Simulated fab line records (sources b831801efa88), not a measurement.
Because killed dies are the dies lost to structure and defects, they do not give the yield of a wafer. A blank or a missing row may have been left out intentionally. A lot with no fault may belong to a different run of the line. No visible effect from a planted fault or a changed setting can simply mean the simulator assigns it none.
Chamber matching | flow gf180mcu | GF_CONTACT_CVD_00 on hdpcvd-01: 3 sister chambers
The step deposits SiO2, target thk 300 nm, time 50 s. 6 wafers are shown with their chamber, then 7 later ones without.

== WAFERS PAIRED WITH THEIR CHAMBERS ==
wafer  | chamber | sih4_flow_sccm (sccm)
L244.6 | 0       | 59.79
L260.1 | 0       | 59.55
L261.1 | 2       | 59.97
L261.5 | 2       | 59.85
L262.1 | 1       | 60.09
L262.4 | 1       | 59.92

== WAFERS MISSING THEIR CHAMBER ==
wafer  | sih4_flow_sccm (sccm)
L262.5 | 60.28
L264.1 | 60.15
L264.4 | 59.60
L264.5 | 59.96
L263.3 | 60.18
L263.4 | 59.63
L263.5 | 60.08

== WHICH CHAMBER EACH WENT THROUGH ==
wafer  | from the rows above          | in truth
L262.5 | can't be placed: 1 or 2      | 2
L264.1 | can't be placed: 1 or 2      | 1
L264.4 | can't be placed: 0 or 2      | 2
L264.5 | can't be placed: 1 or 2 or 0 | 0
L263.3 | can't be placed: 1 or 2      | 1
L263.4 | can't be placed: 0 or 2      | 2
L263.5 | can't be placed: 1 or 2      | 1
0 of 7 placed correctly. Can't be placed from these rows: 7 (the true chamber is among the candidates in 7). 0 placed wrongly.
How it was worked out, from the rows above alone: a wafer's distance from a chamber is the root of the sum, over the readings, of the square of ((its reading less the chamber's mean) divided by the reading's scatter). The wafer belongs to the nearest chamber; if the next one is less than 2 further off, it can't be placed. The mean given for a chamber averages the wafers shown for that chamber. The scatter: take each reading less its chamber's mean, square it, sum over the shown wafers, divide by the number of wafers less the number of chambers, and take the root.
